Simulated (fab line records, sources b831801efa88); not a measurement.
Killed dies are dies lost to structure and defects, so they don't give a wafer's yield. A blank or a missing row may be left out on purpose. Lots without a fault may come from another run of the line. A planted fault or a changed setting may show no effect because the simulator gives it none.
Which tool did it? | flow sky130 | 15 lots, 43 wafers sampled, at 4 steps of a route of 708

WHAT THE GAUGES READ, wafer by wafer
SKY_LDD_N_TW_MEAS_17.
lot  | measured     | on            | LDD_N_TW
L335 | day 18 05:29 | film_metro-02 | 2563 2573 2576
L336 | day 18 07:29 | film_metro-03 | 2591 2596 2608
L338 | day 18 20:02 | film_metro-01 | 2582 2593 2591
L340 | day 19 19:08 | film_metro-03 | 2584 2566 2585
L341 | day 20 03:02 | film_metro-03 | 2562 2584 2577
L342 | day 20 12:25 | film_metro-01 | 2587 2582 2594
L343 | day 20 13:11 | film_metro-01 | 2600 2595 2588
L344 | day 21 04:05 | film_metro-02 | 2565 2562 2572
L345 | day 22 00:28 | film_metro-02 | 2572 2576 2590
L347 | day 22 20:29 | film_metro-03 | 2575 2590 2580
L348 | day 22 23:18 | film_metro-01 | 2598 2562
L349 | day 23 10:19 | film_metro-03 | 2590 2600 2599
L350 | day 23 12:37 | film_metro-03 | 2597 2592 2607
L351 | day 23 22:57 | film_metro-01 | 2589 2591
L356 | day 25 09:44 | film_metro-03 | 2583 2597 2586

SKY_LDD_HVN_TW_MEAS_10.
lot  | measured     | on            | LDD_HVN_TW
L335 | day 20 18:13 | film_metro-03 | 1425 1437 1433
L336 | day 20 20:43 | film_metro-02 | 1426 1437 1429
L338 | day 21 09:34 | film_metro-04 | 1432 1436 1430
L340 | day 22 08:48 | film_metro-02 | 1426 1427 1427
L341 | day 22 15:38 | film_metro-04 | 1431 1448 1450
L342 | day 23 01:38 | film_metro-02 | 1426 1421 1422
L343 | day 23 03:07 | film_metro-02 | 1424 1421 1432
L344 | day 23 17:38 | film_metro-04 | 1436 1434 1430
L345 | day 24 12:34 | film_metro-02 | 1420 1422 1423
L347 | day 25 08:07 | film_metro-03 | 1444 1446 1445
L348 | day 25 10:46 | film_metro-03 | 1444 1443
L349 | day 25 23:02 | film_metro-02 | 1424 1419 1423
L350 | day 26 00:52 | film_metro-02 | 1413 1416 1417
L351 | day 26 11:20 | film_metro-02 | 1418 1420
L356 | day 27 21:17 | film_metro-03 | 1440 1455 1453

SKY_POLY_CUT_OVL_MEAS_09.
lot  | measured     | on         | POLY_CUT_OVL (nm)
L335 | day 24 16:01 | overlay-02 | 10 -3 12
L336 | day 24 17:20 | overlay-01 | 0 6 3
L338 | day 25 05:59 | overlay-01 | 0 5 5
L340 | day 26 05:14 | overlay-01 | -1 -8 -7
L341 | day 26 10:35 | overlay-01 | -2 8 -3
L342 | day 26 21:34 | overlay-02 | 4 1 5
L343 | day 26 22:44 | overlay-01 | -10 -5 -3
L344 | day 27 14:32 | overlay-02 | 2 10 -1
L345 | day 28 05:19 | overlay-02 | 1 3 11
L347 | day 29 02:20 | overlay-01 | 6 10 6
L348 | day 29 04:29 | overlay-02 | 5 10
L349 | day 29 14:29 | overlay-02 | -2 4 9
L350 | day 29 17:32 | overlay-01 | 7 14 4
L351 | day 30 01:38 | overlay-01 | -1 6
L356 | day 31 13:20 | overlay-02 | 17 5 9

WHICH TOOL RAN EACH LOT (tool, then ch and the chambers of the sampled wafers, then the start)
lot  | SKY_SPACER_ETCHBACK_02
L335 | rie_diel-04 ch 0,1,3, day 23 10:03
L336 | rie_diel-02 ch 0,3, day 23 11:37
L338 | rie_diel-01 ch 0,1,2, day 23 23:35
L340 | rie_diel-02 ch 2,3, day 24 22:59
L341 | rie_diel-04 ch 1,2, day 25 04:40
L342 | rie_diel-04 ch 0,1,3, day 25 16:17
L343 | rie_diel-04 ch 0,1,3, day 25 17:29
L344 | rie_diel-02 ch 0,2,3, day 26 09:07
L345 | rie_diel-02 ch 1,2, day 27 01:06
L347 | rie_diel-04 ch 0,2, day 27 21:34
L348 | rie_diel-02 ch 1,2, day 28 00:08
L349 | rie_diel-02 ch 1,3, day 28 10:30
L350 | rie_diel-04 ch 0,1,3, day 28 13:04
L351 | rie_diel-02 ch 1,3, day 28 21:58
L356 | rie_diel-04 ch 0,1,3, day 30 09:50
- SKY_SPACER_ETCHBACK_02: etches Si3N4 in CH3F/O2, stops on SiO2, time 46.7 s, target depth 45 nm.

WHAT THE TOOLS THEMSELVES READ (means of the sampled wafers that have a number; where no wafer has one, the mark that the record gives instead)
SKY_SPACER_ETCHBACK_02.
lot  | tool        | drypump_motor_current_A (A) | oes_product_au (a.u.) | throttle_valve_pct (%)
L335 | rie_diel-04 | 5.99                        | 0.858                 | 10.567
L336 | rie_diel-02 | 5.76                        | 0.862                 | 10.570
L338 | rie_diel-01 | 5.65                        | 0.865                 | 10.568
L340 | rie_diel-02 | 5.84                        | 0.849                 | 10.554
L341 | rie_diel-04 | 5.62                        | 0.863                 | 10.571
L342 | rie_diel-04 | 5.97                        | 0.857                 | 10.554
L343 | rie_diel-04 | 5.97                        | 0.852                 | 10.562
L344 | rie_diel-02 | 5.72                        | 0.861                 | 10.562
L345 | rie_diel-02 | 5.71                        | 0.846                 | 10.554
L347 | rie_diel-04 | 5.52                        | 0.850                 | 10.561
L348 | rie_diel-02 | 5.69                        | 0.849                 | 10.562
L349 | rie_diel-02 | 5.83                        | 0.850                 | 10.559
L350 | rie_diel-04 | 5.97                        | 0.852                 | 10.566
L351 | rie_diel-02 | 5.75                        | 0.861                 | 10.553
L356 | rie_diel-04 | 5.97                        | 0.847                 | 10.553

THE ANSWER, worked out from the rows above alone
Rule: what is usual is taken from the lots themselves. Put in order of their means at a reading, lots are off if they are a third of the lots or fewer, leave a main group of 4 or more, and stand apart from it by a gap of 3 or more times the standard deviation of the main group's means; of several such gaps the widest counts. A main group whose means are all the same, to the digits that the tables above print for the reading, isn't used. A lot without any number at a reading at which 4 lots or more have one is off too. The other lots that the step has rows for count as sound. The gauges are gone through in route order, then the tools' own readings, and for those a lot's mean is taken as printed above. The first step at which some lot is off is used, and at that step the reading that is off furthest; a lot without a number counts as furthest.
No lot is off at any reading shown: from this, nothing can be told.

WHAT THE SIMULATOR HAD PUT IN
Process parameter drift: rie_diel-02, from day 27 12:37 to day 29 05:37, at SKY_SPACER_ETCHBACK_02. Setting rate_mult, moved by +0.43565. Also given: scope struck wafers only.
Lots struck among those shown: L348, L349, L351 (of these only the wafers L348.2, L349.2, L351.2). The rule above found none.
